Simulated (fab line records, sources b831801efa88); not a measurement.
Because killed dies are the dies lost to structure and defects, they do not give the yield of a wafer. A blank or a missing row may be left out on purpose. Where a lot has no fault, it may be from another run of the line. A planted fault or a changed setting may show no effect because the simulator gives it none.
What tool caused it? :: flow sky130 :: Sampling: 12 lots, 36 wafers, 5 of 708 route steps

WHAT THE GAUGES SHOWED, per wafer
SKY_DNWELL_TW_MEAS_09. Usual: DNWELL_TW gives 1101 (standard deviation 11).
lot: L681
measured: day 3 02:23
on: film metro-02
DNWELL_TW: 1104 1103 1104
flag: 

lot: L682
measured: day 3 13:03
on: film metro-03
DNWELL_TW: 1090 1086 1088
flag: 

lot: L684
measured: day 3 19:50
on: film metro-04
DNWELL_TW: 1109 1110 1112
flag: 

lot: L685
measured: day 4 01:46
on: film metro-02
DNWELL_TW: 1105 1107 1104
flag: 

lot: L686
measured: day 4 09:26
on: film metro-02
DNWELL_TW: 1109 1107 1101
flag: 

lot: L688
measured: day 4 17:20
on: film metro-02
DNWELL_TW: 1106 1118 1105
flag: 

lot: L689
measured: day 4 22:37
on: film metro-04
DNWELL_TW: 1117 1116 1116
flag: 

lot: L690
measured: day 5 01:13
on: film metro-04
DNWELL_TW: 1118 1117 1114
flag: 

lot: L693
measured: day 5 17:53
on: film metro-04
DNWELL_TW: 1112 1107 1107
flag: 

lot: L702
measured: day 7 20:07
on: film metro-02
DNWELL_TW: 1093 1098 1096
flag: 

lot: L703
measured: day 8 05:31
on: film metro-03
DNWELL_TW: 1087 1089 1086
flag: 

lot: L704
measured: day 8 11:37
on: film metro-03
DNWELL_TW: 1091 1096 1090
flag: 

SKY_NWELL_OVL_MEAS_10. Usual: NWELL_00_OVL gives -1.7 nm (standard deviation 1.4).
lot: L681
measured: day 4 10:35
on: overlay-01
NWELL_00_OVL (nm): -0.4 -0.4 -0.7
flag: 

lot: L682
measured: day 4 22:20
on: overlay-01
NWELL_00_OVL (nm): 0.4 0.8 1.5
flag: 

lot: L684
measured: day 5 05:02
on: overlay-01
NWELL_00_OVL (nm): 0.1 -2.1 -1.8
flag: 

lot: L685
measured: day 5 11:32
on: overlay-01
NWELL_00_OVL (nm): -3.5 -1.0 -1.8
flag: 

lot: L686
measured: day 5 19:55
on: overlay-01
NWELL_00_OVL (nm): -0.1 -2.6 -1.6
flag: 

lot: L688
measured: day 6 05:25
on: overlay-01
NWELL_00_OVL (nm): -1.0 0.9 1.1
flag: 

lot: L689
measured: day 6 11:10
on: overlay-01
NWELL_00_OVL (nm): -1.3 -2.2 -3.8
flag: 

lot: L690
measured: day 6 13:34
on: overlay-02
NWELL_00_OVL (nm): -2.0 -1.1 -2.0
flag: 

lot: L693
measured: day 7 07:50
on: overlay-01
NWELL_00_OVL (nm): -2.0 -3.4 -2.3
flag: 

lot: L702
measured: day 9 13:46
on: overlay-02
NWELL_00_OVL (nm): -2.4 -2.0 -4.4
flag: 

lot: L703
measured: day 10 00:49
on: overlay-02
NWELL_00_OVL (nm): -2.1 -3.2 -3.0
flag: 

lot: L704
measured: day 10 08:22
on: overlay-02
NWELL_00_OVL (nm): -1.8 -0.8 -1.0
flag: 

SKY_SONOS_ONO_THK_MEAS_03. Usual: SONOS_ONO_CVD_02_THK gives 10.46 nm (standard deviation 0.13).
lot: L681
measured: day 11 09:51
on: film metro-01
SONOS_ONO_CVD_02_THK (nm): 10.48 10.72 10.57
flag: 

lot: L682
measured: day 12 00:40
on: film metro-04
SONOS_ONO_CVD_02_THK (nm): 10.44 10.56 10.51
flag: 

lot: L684
measured: day 12 12:40
on: film metro-03
SONOS_ONO_CVD_02_THK (nm): 10.39 10.42 10.61
flag: 

lot: L685
measured: day 12 18:16
on: film metro-03
SONOS_ONO_CVD_02_THK (nm): 10.45 10.41 10.45
flag: 

lot: L686
measured: day 13 07:53
on: film metro-01
SONOS_ONO_CVD_02_THK (nm): 10.36 10.38 10.40
flag: 

lot: L688
measured: day 13 22:11
on: film metro-01
SONOS_ONO_CVD_02_THK (nm): 10.34 10.27 10.43
flag: 

lot: L689
measured: day 14 07:52
on: film metro-03
SONOS_ONO_CVD_02_THK (nm): 10.66 10.73 10.58
flag: 

lot: L690
measured: day 14 07:53
on: film metro-04
SONOS_ONO_CVD_02_THK (nm): 10.44 10.44 10.47
flag: 

lot: L693
measured: day 15 12:04
on: film metro-01
SONOS_ONO_CVD_02_THK (nm): 15.88 16.03 15.74
flag: OFF

lot: L702
measured: day 18 11:55
on: film metro-03
SONOS_ONO_CVD_02_THK (nm): 10.56 10.55 10.53
flag: 

lot: L703
measured: day 18 23:49
on: film metro-01
SONOS_ONO_CVD_02_THK (nm): 10.52 10.68 10.52
flag: 

lot: L704
measured: day 19 09:10
on: film metro-04
SONOS_ONO_CVD_02_THK (nm): 10.38 10.41 10.32
flag: 

SKY_SONOS_ONO_OVL_MEAS_14. Usual: SONOS_ONO_OVL gives 0.9 nm (standard deviation 1.4).
lot: L681
measured: day 12 10:53
on: overlay-01
SONOS_ONO_OVL (nm): 1.2 1.6 0.2
flag: 

lot: L682
measured: day 13 03:06
on: overlay-02
SONOS_ONO_OVL (nm): 0.5 0.0 0.6
flag: 

lot: L684
measured: day 13 15:47
on: overlay-01
SONOS_ONO_OVL (nm): 2.6 0.1 0.5
flag: 

lot: L685
measured: day 13 20:44
on: overlay-01
SONOS_ONO_OVL (nm): 1.5 2.0 2.2
flag: 

lot: L686
measured: day 14 11:38
on: overlay-02
SONOS_ONO_OVL (nm): 0.5 0.6 -0.2
flag: 

lot: L688
measured: day 15 00:54
on: overlay-02
SONOS_ONO_OVL (nm): 2.1 -1.5 0.5
flag: 

lot: L689
measured: day 15 11:20
on: overlay-01
SONOS_ONO_OVL (nm): 2.1 3.4 1.6
flag: 

lot: L690
measured: day 15 11:02
on: overlay-02
SONOS_ONO_OVL (nm): 1.7 1.4 2.8
flag: 

lot: L693
measured: day 16 17:50
on: overlay-02
SONOS_ONO_OVL (nm): -1.9 -0.7 0.6
flag: 

lot: L702
measured: day 19 21:02
on: overlay-02
SONOS_ONO_OVL (nm): 0.7 -0.4 -0.1
flag: 

lot: L703
measured: day 20 08:38
on: overlay-02
SONOS_ONO_OVL (nm): 1.0 1.5 1.3
flag: 

lot: L704
measured: day 20 18:11
on: overlay-02
SONOS_ONO_OVL (nm): 0.5 1.3 1.1
flag: 

EACH LOT AND THE TOOL THAT RAN IT (in order: tool; ch and the chambers of the sampled wafers; start)
lot: L681
SKY_SONOS_ONO_CVD_02: lpcvd-02 ch 0, day 11 08:47

lot: L682
SKY_SONOS_ONO_CVD_02: lpcvd-02 ch 0, day 11 23:35

lot: L684
SKY_SONOS_ONO_CVD_02: lpcvd-02 ch 0, day 12 11:35

lot: L685
SKY_SONOS_ONO_CVD_02: lpcvd-02 ch 1, day 12 17:13

lot: L686
SKY_SONOS_ONO_CVD_02: lpcvd-02 ch 0, day 13 06:50

lot: L688
SKY_SONOS_ONO_CVD_02: lpcvd-02 ch 0, day 13 21:08

lot: L689
SKY_SONOS_ONO_CVD_02: lpcvd-02 ch 0, day 14 06:49

lot: L690
SKY_SONOS_ONO_CVD_02: lpcvd-02 ch 0, day 14 06:49

lot: L693
SKY_SONOS_ONO_CVD_02: lpcvd-02 ch 0, day 15 10:29

lot: L702
SKY_SONOS_ONO_CVD_02: lpcvd-02 ch 0, day 18 10:51

lot: L703
SKY_SONOS_ONO_CVD_02: lpcvd-02 ch 0, day 18 22:45

lot: L704
SKY_SONOS_ONO_CVD_02: lpcvd-02 ch 1, day 19 08:07
- SKY_SONOS_ONO_CVD_02: deposits Si3N4 from DCS/NH3, target thk 10.5 nm, time 180 s.

WHAT THE TOOLS THEMSELVES READ (means of the sampled wafers that have a number; where no wafer has one, the mark that the record gives instead)
SKY_SONOS_ONO_CVD_02. Usual: pressure mtorr 249.9 mTorr, standard deviation 0.49; spike tc bottom C 788.0 C, standard deviation 1.6; spike tc centre C 770.6 C, standard deviation 1; spike tc lower C 770.2 C, standard deviation 1.1; spike tc top C 782.7 C, standard deviation 1.9; spike tc upper C 769.8 C, standard deviation 0.9; susceptor temp C 770.0 C, standard deviation 0.34; zone power bottom pct 19.70 %, standard deviation 0.29; zone power top pct 23.00 %, standard deviation 0.22; zone power upper pct 13.08 %, standard deviation 0.13.
lot: L681
tool: lpcvd-02
pressure mtorr (mTorr): 250.5
spike tc bottom C (C): 788.6
spike tc centre C (C): 770.7
spike tc lower C (C): 770.5
spike tc top C (C): 785.5
spike tc upper C (C): 769.6
susceptor temp C (C): 770.4
zone power bottom pct (%): 19.93
zone power top pct (%): 22.94
zone power upper pct (%): 12.95
flag: 

lot: L682
tool: lpcvd-02
pressure mtorr (mTorr): 250.4
spike tc bottom C (C): 788.6
spike tc centre C (C): 770.9
spike tc lower C (C): 770.2
spike tc top C (C): 782.6
spike tc upper C (C): 769.1
susceptor temp C (C): 770.0
zone power bottom pct (%): 19.65
zone power top pct (%): 23.18
zone power upper pct (%): 13.20
flag: 

lot: L684
tool: lpcvd-02
pressure mtorr (mTorr): 249.7
spike tc bottom C (C): 788.3
spike tc centre C (C): 771.7
spike tc lower C (C): 769.7
spike tc top C (C): 783.7
spike tc upper C (C): 771.0
susceptor temp C (C): 770.1
zone power bottom pct (%): 20.05
zone power top pct (%): 22.90
zone power upper pct (%): 13.13
flag: 

lot: L685
tool: lpcvd-02
pressure mtorr (mTorr): 249.4
spike tc bottom C (C): 787.1
spike tc centre C (C): 770.5
spike tc lower C (C): 768.7
spike tc top C (C): 780.6
spike tc upper C (C): 769.2
susceptor temp C (C): 770.2
zone power bottom pct (%): 19.38
zone power top pct (%): 23.06
zone power upper pct (%): 13.10
flag: 

lot: L686
tool: lpcvd-02
pressure mtorr (mTorr): 249.8
spike tc bottom C (C): 788.5
spike tc centre C (C): 770.2
spike tc lower C (C): 770.6
spike tc top C (C): 784.6
spike tc upper C (C): 769.9
susceptor temp C (C): 769.9
zone power bottom pct (%): 19.90
zone power top pct (%): 23.10
zone power upper pct (%): 13.08
flag: 

lot: L688
tool: lpcvd-02
pressure mtorr (mTorr): 249.7
spike tc bottom C (C): 789.0
spike tc centre C (C): 771.7
spike tc lower C (C): 770.9
spike tc top C (C): 783.3
spike tc upper C (C): 768.5
susceptor temp C (C): 770.2
zone power bottom pct (%): 19.90
zone power top pct (%): 22.89
zone power upper pct (%): 13.14
flag: 

lot: L689
tool: lpcvd-02
pressure mtorr (mTorr): 249.8
spike tc bottom C (C): 789.5
spike tc centre C (C): 770.7
spike tc lower C (C): 770.7
spike tc top C (C): 784.8
spike tc upper C (C): 770.4
susceptor temp C (C): 769.6
zone power bottom pct (%): 19.89
zone power top pct (%): 23.10
zone power upper pct (%): 13.17
flag: 

lot: L690
tool: lpcvd-02
pressure mtorr (mTorr): 250.2
spike tc bottom C (C): 789.4
spike tc centre C (C): 770.1
spike tc lower C (C): 770.5
spike tc top C (C): 783.7
spike tc upper C (C): 771.1
susceptor temp C (C): 769.9
zone power bottom pct (%): 19.70
zone power top pct (%): 23.07
zone power upper pct (%): 13.16
flag: 

lot: L693
tool: lpcvd-02
pressure mtorr (mTorr): 250.0
spike tc bottom C (C): 810.4
spike tc centre C (C): 792.6
spike tc lower C (C): 792.4
spike tc top C (C): 806.1
spike tc upper C (C): 791.5
susceptor temp C (C): 791.6
zone power bottom pct (%): 21.00
zone power top pct (%): 24.07
zone power upper pct (%): 13.81
flag: OFF

lot: L702
tool: lpcvd-02
pressure mtorr (mTorr): 250.0
spike tc bottom C (C): 789.3
spike tc centre C (C): 771.2
spike tc lower C (C): 771.2
spike tc top C (C): 784.8
spike tc upper C (C): 769.7
susceptor temp C (C): 769.8
zone power bottom pct (%): 19.78
zone power top pct (%): 23.06
zone power upper pct (%): 13.09
flag: 

lot: L703
tool: lpcvd-02
pressure mtorr (mTorr): 249.7
spike tc bottom C (C): 788.7
spike tc centre C (C): 771.8
spike tc lower C (C): 769.7
spike tc top C (C): 784.6
spike tc upper C (C): 770.5
susceptor temp C (C): 770.3
zone power bottom pct (%): 19.94
zone power top pct (%): 23.25
zone power upper pct (%): 13.04
flag: 

lot: L704
tool: lpcvd-02
pressure mtorr (mTorr): 249.7
spike tc bottom C (C): 786.2
spike tc centre C (C): 770.1
spike tc lower C (C): 769.0
spike tc top C (C): 780.0
spike tc upper C (C): 770.1
susceptor temp C (C): 770.1
zone power bottom pct (%): 19.39
zone power top pct (%): 22.87
zone power upper pct (%): 12.90
flag: 

THE ANSWER, worked out from the rows above alone
Rule: lot off if the mean of its wafers having a number is beyond 3 standard deviations from the usual mean. Also off: a lot with no number at a reading for which 4 or more lots have one. The other lots that the step has rows for count as sound. After the gauges, taken in route order, come the tools' own readings; for these a lot's mean is taken, as printed above. At the first step where some lot is off, the reading lying furthest off is the one used; lots without a number count as furthest.
Off: L693, at SKY_SONOS_ONO_THK_MEAS_03 (SONOS_ONO_CVD_02_THK).
A tool fits if, at a process step before that reading, it ran every lot that is off, and no sound lot after the first of them. The gauges at SKY_SONOS_ONO_THK_MEAS_03 aren't tried: what is off there is off at SKY_SONOS_ONO_CVD_02 too, on other tools, and a gauge's error can't cause that. Not one of the candidates tried fits.

WHAT HAD BEEN PUT IN BY THE SIMULATOR
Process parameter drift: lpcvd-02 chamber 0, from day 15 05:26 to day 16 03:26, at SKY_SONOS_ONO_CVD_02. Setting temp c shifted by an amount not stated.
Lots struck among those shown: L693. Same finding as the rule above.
